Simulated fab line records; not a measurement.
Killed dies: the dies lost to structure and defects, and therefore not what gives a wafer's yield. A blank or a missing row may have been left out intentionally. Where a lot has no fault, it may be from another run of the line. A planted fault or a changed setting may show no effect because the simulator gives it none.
Matching of chambers || flow sky130 || SKY_CONTACT_CMP_27 on cmp-01 has 3 sister chambers
The step polishes, stops on SiO2, t overpolish 15 s, target thk 0 nm. 14 wafers are shown with their chamber, then 7 later ones without.

EACH WAFER AND ITS CHAMBER
{"wafer": "L550.2", "chamber": 2, "time_to_endpoint_s (s)": 85, "motor_current_A (A)": 12.1, "platen_rpm (rpm)": 60.01}
{"wafer": "L550.4", "chamber": 3, "time_to_endpoint_s (s)": 78, "motor_current_A (A)": 12.1, "platen_rpm (rpm)": 59.95}
{"wafer": "L550.6", "chamber": 3, "time_to_endpoint_s (s)": 77, "motor_current_A (A)": 11.9, "platen_rpm (rpm)": 60.01}
{"wafer": "L554.2", "chamber": 3, "time_to_endpoint_s (s)": 77, "motor_current_A (A)": 11.9, "platen_rpm (rpm)": 60.00}
{"wafer": "L554.3", "chamber": 0, "time_to_endpoint_s (s)": 83, "motor_current_A (A)": 11.0, "platen_rpm (rpm)": 59.99}
{"wafer": "L554.5", "chamber": 0, "time_to_endpoint_s (s)": 80, "motor_current_A (A)": 10.4, "platen_rpm (rpm)": 59.97}
{"wafer": "L559.1", "chamber": 2, "time_to_endpoint_s (s)": 87, "motor_current_A (A)": 12.3, "platen_rpm (rpm)": 60.05}
{"wafer": "L559.5", "chamber": 3, "time_to_endpoint_s (s)": 79, "motor_current_A (A)": 12.7, "platen_rpm (rpm)": 59.98}
{"wafer": "L559.6", "chamber": 2, "time_to_endpoint_s (s)": 88, "motor_current_A (A)": 12.0, "platen_rpm (rpm)": 59.98}
{"wafer": "L565.1", "chamber": 2, "time_to_endpoint_s (s)": 84, "motor_current_A (A)": 12.6, "platen_rpm (rpm)": 59.97}
{"wafer": "L565.3", "chamber": 0, "time_to_endpoint_s (s)": 77, "motor_current_A (A)": 11.2, "platen_rpm (rpm)": 60.00}
{"wafer": "L565.5", "chamber": 2, "time_to_endpoint_s (s)": 81, "motor_current_A (A)": 11.4, "platen_rpm (rpm)": 60.03}
{"wafer": "L568.2", "chamber": 3, "time_to_endpoint_s (s)": 80, "motor_current_A (A)": 11.6, "platen_rpm (rpm)": 60.03}
{"wafer": "L568.3", "chamber": 2, "time_to_endpoint_s (s)": 85, "motor_current_A (A)": 11.5, "platen_rpm (rpm)": 59.98}

SIGNATURES (averages over the wafers above)
{"reading": "time_to_endpoint_s", "chamber 0": 80.00, "chamber 2": 85.00, "chamber 3": 78.20, "scatter within a chamber": 2.23}
{"reading": "motor_current_A", "chamber 0": 10.867, "chamber 2": 11.983, "chamber 3": 12.040, "scatter within a chamber": 0.436}
{"reading": "platen_rpm", "chamber 0": 59.9867, "chamber 2": 60.0033, "chamber 3": 59.9940, "scatter within a chamber": 0.0291}
Rule: distance of a wafer from a chamber = root of the sum over the readings of ((wafer's reading minus chamber's mean) / reading's scatter) squared. The wafer belongs to the nearest chamber; if the next one is less than 2 further off, it can't be placed. How the scatter is found: for the shown wafers, subtract from each reading the mean of its chamber, square and add these, divide the total by (wafers less chambers), then take the root.

WAFERS MISSING THEIR CHAMBER
{"wafer": "L568.5", "time_to_endpoint_s (s)": 83, "motor_current_A (A)": 12.1, "platen_rpm (rpm)": 59.99}
{"wafer": "L570.1", "time_to_endpoint_s (s)": 74, "motor_current_A (A)": 11.0, "platen_rpm (rpm)": 59.98}
{"wafer": "L570.5", "time_to_endpoint_s (s)": 79, "motor_current_A (A)": 11.5, "platen_rpm (rpm)": 59.98}
{"wafer": "L570.6", "time_to_endpoint_s (s)": 74, "motor_current_A (A)": 12.1, "platen_rpm (rpm)": 60.01}
{"wafer": "L573.1", "time_to_endpoint_s (s)": 84, "motor_current_A (A)": 11.4, "platen_rpm (rpm)": 59.99}
{"wafer": "L573.4", "time_to_endpoint_s (s)": 80, "motor_current_A (A)": 12.1, "platen_rpm (rpm)": 60.04}
{"wafer": "L573.6", "time_to_endpoint_s (s)": 85, "motor_current_A (A)": 12.6, "platen_rpm (rpm)": 59.91}

THE CHAMBER EACH PASSED THROUGH
{"wafer": "L568.5", "from the rows above": "can't be placed: 2 or 3", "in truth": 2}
{"wafer": "L570.1", "from the rows above": "can't be placed: 0 or 3", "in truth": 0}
{"wafer": "L570.5", "from the rows above": "can't be placed: 3 or 0 or 2", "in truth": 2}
{"wafer": "L570.6", "from the rows above": 3, "in truth": 3}
{"wafer": "L573.1", "from the rows above": "can't be placed: 2 or 0 or 3", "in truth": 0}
{"wafer": "L573.4", "from the rows above": "can't be placed: 3 or 2 or 0", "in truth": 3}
{"wafer": "L573.6", "from the rows above": "can't be placed: 2 or 3 or 0", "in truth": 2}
Placed correctly: 1 of 7. These rows do not allow placing 6 (true chamber among the candidates in 6). Number placed wrongly: 0.
